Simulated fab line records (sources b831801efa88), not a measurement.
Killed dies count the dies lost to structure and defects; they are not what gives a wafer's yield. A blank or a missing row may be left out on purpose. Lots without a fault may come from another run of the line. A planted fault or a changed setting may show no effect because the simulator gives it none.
Code-filled problem report in 8D (eight disciplines) form	flow sky130	the parts of the form that need people (team, actions taken, sign-off) are left out

## 1. THE ISSUE
VIA3_HDPCVD_THK at SKY_VIA3_THK_MEAS_01 reads a mean of 2044 nm on 2 wafers of 2 lots; wafers without a fault read 1634 nm with a standard deviation of 17. That puts it +24 standard deviations away from the usual mean.
First observed at day 44 00:12: wafer L458.5, on film-metro-01. At this step, 35 wafers from 12 lots have a number in the record. Rule for "out" (also "out of limits"): further than 4 standard deviations from the usual mean. Any other wafer with a number is counted as sound.

## 2. WHAT THIS IS AND IS NOT
question	is	is not
which readings at this step	VIA3_HDPCVD_THK	-
which lots	L458, L461	L439, L443, L444, L445, L446, L449, L450, L451, L457, L462
which wafers of those lots	L458.5, L461.4	L458.1, L461.2, L461.3
read on which gauges	film-metro-01, film-metro-03	-
when	from day 44 00:12	up to then (28 sound wafers); but 5 sound wafers of L461, L462 came after

## 3. THE SUSPECTS, EACH WITH WHAT RULES IT OUT
Counting: if a tool at a process step up to the reading ran every lot that is out, it stays a suspect. Sound lots after the first of them don't rule it out here, since some wafers of a struck lot are sound.
- the gauge at SKY_VIA3_THK_MEAS_01: ruled out. The wafers that are out were read on 2 gauges (film-metro-01, film-metro-03).
- hdpcvd-01 at SKY_VIA3_HDPCVD_00 (deposits SiO2, target thk 1635 nm, time 272.5 s): kept. Every lot that is out went through it, the first being L458 (day 44 00:02); the last sound lot it ran before that was L451 (day 42 08:03). Its own run-length-s readings are out on those wafers.
After counting, what remains is hdpcvd-01 at SKY_VIA3_HDPCVD_00.

## 4. THE CAUSE (what the simulator had put in)
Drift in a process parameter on hdpcvd-01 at SKY_VIA3_HDPCVD_00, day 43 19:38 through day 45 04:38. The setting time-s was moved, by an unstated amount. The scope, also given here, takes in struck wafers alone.
The count eliminated every tool but this one.

## 5. THE CHAIN OF EFFECTS, in route order
Rows list readings where the struck wafers' mean (over those with a number) sits beyond 3 standard deviations from the usual. Readings are gone through only where the record gives a usual standard deviation; hours: the median, over the lots, of the time from a lot's start at the first step in this table giving one to that lot's start at this step; sigmas: the change measured in usual standard deviations.
hours	step	reading	usual	on struck wafers	change	sigmas
0	SKY_VIA3_HDPCVD_00	run-length-s	300.4 s	372.5	+72.1	+99 or more
0	SKY_VIA3_THK_MEAS_01	VIA3_HDPCVD_THK	1634 nm	2044	+410	+24
Process steps it contains:
- SKY_VIA3_HDPCVD_00: deposits SiO2, target thk 1635 nm, time 272.5 s.
Later measuring or inspecting steps at which every struck wafer that the step has a row for has a number for every such reading, and none has moved that far: SKY_VIA3_CD_MEAS_12.

## 6. WHAT WOULD HAVE CAUGHT IT SOONER
5 hours passed between the start of the fault at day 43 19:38 and the first reading out of limits at a measuring or inspecting step in this record, taken at day 44 00:12.
The tool's own readings at SKY_VIA3_HDPCVD_00 were out on every struck wafer that the step has a row for (run-length-s): an alarm limit on them would have fired on the first of those.
Of the lots that are out (2), L461 began SKY_VIA3_HDPCVD_00 on hdpcvd-01 after day 44 00:12. Putting the tool on hold at that point would have spared it.
